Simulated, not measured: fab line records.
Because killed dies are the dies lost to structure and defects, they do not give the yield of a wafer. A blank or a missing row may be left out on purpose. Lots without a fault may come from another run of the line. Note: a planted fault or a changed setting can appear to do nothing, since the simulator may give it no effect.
What tool caused it? -- flow sky130 -- Sampling: 12 lots, 36 wafers, 6 of 708 route steps

== WHAT EACH GAUGE READ, for each wafer ==
SKY_DNWELL_TW_MEAS_09.
lot,measured,on,DNWELL_TW
L352,day 3 06:12,film metro-01,1120 1123 1122
L353,day 3 10:10,film metro-01,1122 1126 1124
L357,day 4 08:48,film metro-03,1087 1089 1087
L359,day 4 19:25,film metro-02,1107 1104 1110
L363,day 5 15:55,film metro-02,1103 1099 1098
L362,day 5 16:53,film metro-02,1103 1095 1098
L365,day 6 06:32,film metro-01,1115 1123 1113
L366,day 6 11:15,film metro-03,1095 1090 1089
L372,day 7 17:32,film metro-03,1101 1101 1099
L373,day 7 22:47,film metro-01,1123 1125 1123
L374,day 8 06:12,film metro-03,1100 1099 1099
L375,day 8 11:24,film metro-03,1106 1113 1106

SKY_PWDE_OVL_MEAS_07.
lot,measured,on,PWDE_OVL (nm)
L352,day 3 22:20,overlay-01,-0.9 -1.4 -0.5
L353,day 4 02:19,overlay-01,-0.7 -1.6 -1.5
L357,day 5 00:35,overlay-02,0.1 0.9 0.6
L359,day 5 12:38,overlay-01,1.5 2.3 0.9
L363,day 6 10:20,overlay-01,0.8 1.1 2.3
L362,day 6 10:38,overlay-01,-0.8 -1.0 1.0
L365,day 7 01:04,overlay-02,1.0 0.2 1.3
L366,day 7 06:35,overlay-01,0.9 -0.4 0.7
L372,day 8 13:50,overlay-02,0.2 -2.0 0.7
L373,day 8 19:14,overlay-02,-0.9 0.4 0.3
L374,day 9 03:01,overlay-01,0.4 -0.1 2.3
L375,day 9 08:35,overlay-01,-0.3 0.2 0.7

SKY_VT_ADJUST_HVTP_TW_MEAS_11.
lot,measured,on,VT_ADJUST_HVTP_TW
L352,day 6 02:49,film metro-04,1359 1358 1364
L353,day 6 08:33,film metro-03,1329 1329 1331
L357,day 7 09:31,film metro-04,1351 1358 1355
L359,day 7 23:43,film metro-03,1331 1328 1340
L363,day 9 00:46,film metro-03,1339 1341 1344
L362,day 9 01:37,film metro-04,1351 1349 1349
L365,day 9 16:23,film metro-04,30 30 30 30 30 30
L366,day 9 23:01,film metro-03,30 30 30 30 30 30
L372,day 11 08:50,film metro-03,1330 1330 1323
L373,day 11 14:13,film metro-04,1350 1350 1343
L374,day 11 23:53,film metro-03,1340 1336 1348
L375,day 12 05:31,film metro-04,1347 1352 1351

SKY_VT_ADJUST_LVTN_OVL_MEAS_07.
lot,measured,on,VT_ADJUST_LVTN_OVL (nm)
L352,day 6 22:12,overlay-01,-1.1 -0.3 0.5
L353,day 7 03:40,overlay-01,-0.3 0.1 0.5
L357,day 8 05:02,overlay-01,0.1 0.0 0.1
L359,day 8 20:00,overlay-02,-1.1 -1.3 -1.8
L363,day 9 21:56,overlay-01,1.5 2.3 2.0
L362,day 9 22:52,overlay-02,-2.9 -1.8 -1.4
L372,day 12 09:11,overlay-01,0.7 1.0 -0.3
L373,day 12 14:21,overlay-02,-1.7 -1.9 -0.7
L374,day 13 00:05,overlay-02,-0.9 1.4 0.5
L375,day 13 05:53,overlay-01,0.1 -0.6 1.5

== EACH LOT AND THE TOOL THAT RAN IT (in order: tool; ch and the chambers of the sampled wafers; start) ==
lot,SKY_NWELL_STRIP_25,SKY_VT_ADJUST_HVTP_STRIP_10
L352,"plasma asher-03 ch 0,1, day 5 08:35","plasma asher-03 ch 0,1, day 6 02:43"
L353,"plasma asher-04 ch 0,1, day 5 12:49","plasma asher-03 ch 0,1, day 6 08:27"
L357,"plasma asher-01 ch 0,1, day 6 13:33","plasma asher-01 ch 0,1, day 7 09:25"
L359,"plasma asher-01 ch 0,1, day 7 03:03","plasma asher-03 ch 0,1, day 7 23:37"
L363,"plasma asher-03 ch 0,1, day 8 03:00","plasma asher-03 ch 0,1, day 9 00:39"
L362,"plasma asher-03 ch 0,1, day 8 03:42","plasma asher-02 ch 0, day 9 01:31"
L365,"plasma asher-04 ch 0,1, day 8 17:58","plasma asher-03 ch 0,1, day 9 16:17"
L366,"plasma asher-04 ch 0,1, day 9 00:46","plasma asher-01 ch 0,1, day 9 22:55"
L372,"plasma asher-01 ch 0,1, day 10 09:16","plasma asher-02 ch 0,1, day 11 08:44"
L373,"plasma asher-04 ch 0,1, day 10 14:23","plasma asher-02 ch 0,1, day 11 14:07"
L374,"plasma asher-04 ch 0,1, day 10 23:31","plasma asher-01 ch 0,1, day 11 23:47"
L375,"plasma asher-03 ch 0,1, day 11 04:46","plasma asher-02 ch 0,1, day 12 05:25"
- SKY_NWELL_STRIP_25: strips in O2/N2.
- SKY_VT_ADJUST_HVTP_STRIP_10: strips in O2/N2.

== WHAT THE TOOLS THEMSELVES READ (means of the sampled wafers that have a number; where no wafer has one, the mark that the record gives instead) ==
SKY_NWELL_STRIP_25.
lot,tool,chamber pressure mTorr (mTorr),drypump motor current A (A),oes product au (a.u.),strip time to endpoint s (s)
L352,plasma asher-03,1498.6,5.7,0.729,36.86
L353,plasma asher-04,1499.6,6.3,0.721,36.68
L357,plasma asher-01,1499.9,5.7,0.723,36.91
L359,plasma asher-01,1499.5,5.7,0.722,36.89
L363,plasma asher-03,1498.9,5.6,0.724,36.85
L362,plasma asher-03,1498.7,5.7,0.724,36.96
L365,plasma asher-04,-,-,-,-
L366,plasma asher-04,-,-,-,-
L372,plasma asher-01,1499.4,5.7,0.722,37.11
L373,plasma asher-04,1504.4,6.4,0.726,37.07
L374,plasma asher-04,1500.5,6.4,0.725,36.99
L375,plasma asher-03,1499.9,5.7,0.725,36.95

SKY_VT_ADJUST_HVTP_STRIP_10.
lot,tool,chamber pressure mTorr (mTorr),drypump motor current A (A),oes product au (a.u.),strip time to endpoint s (s)
L352,plasma asher-03,1500.3,5.5,0.720,14.19
L353,plasma asher-03,1498.9,5.5,0.714,14.17
L357,plasma asher-01,1500.7,5.3,0.711,14.14
L359,plasma asher-03,1500.0,5.7,0.717,14.15
L363,plasma asher-03,1498.7,5.6,0.715,14.16
L362,plasma asher-02,1499.8,5.6,0.716,14.13
L365,plasma asher-03,1500.1,5.7,0.731,58.79
L366,plasma asher-01,1498.8,5.7,0.729,58.58
L372,plasma asher-02,1500.2,5.7,0.716,14.16
L373,plasma asher-02,1499.6,5.7,0.714,14.13
L374,plasma asher-01,1501.3,5.3,0.713,14.26
L375,plasma asher-02,1500.4,5.7,0.710,14.12

== THE ANSWER, worked out from the rows above alone ==
Rule: usual is defined by the lots themselves. Put in order of their means at a reading, lots are off if they are a third of the lots or fewer, leave a main group of 4 or more, and stand apart from it by a gap of 3 or more times the standard deviation of the main group's means; of several such gaps the widest counts. The tables above print the reading to a certain number of digits; a main group whose means all agree to those digits is not used. A lot without any number at a reading at which 4 lots or more have one is off too. Any other lot the step has rows for is counted as sound. The gauges are gone through in route order, then the tools' own readings, and for those a lot's mean is taken as printed above. At the first step where some lot is off, the reading lying furthest off is the one used; lots without a number count as furthest.
Off: at SKY_VT_ADJUST_HVTP_TW_MEAS_11 (VT_ADJUST_HVTP_TW), L365, L366. The main group: mean 1344, standard deviation 10.
A tool fits if, at a process step before that reading, it ran every lot that is off, and no sound lot after the first of them. Not tried: the gauges at SKY_VT_ADJUST_HVTP_TW_MEAS_11; whatever is off there is also off at SKY_NWELL_STRIP_25, on other tools, and gauge error can't account for it. Not one of the candidates tried fits.

== WHAT HAD BEEN PUT IN BY THE SIMULATOR ==
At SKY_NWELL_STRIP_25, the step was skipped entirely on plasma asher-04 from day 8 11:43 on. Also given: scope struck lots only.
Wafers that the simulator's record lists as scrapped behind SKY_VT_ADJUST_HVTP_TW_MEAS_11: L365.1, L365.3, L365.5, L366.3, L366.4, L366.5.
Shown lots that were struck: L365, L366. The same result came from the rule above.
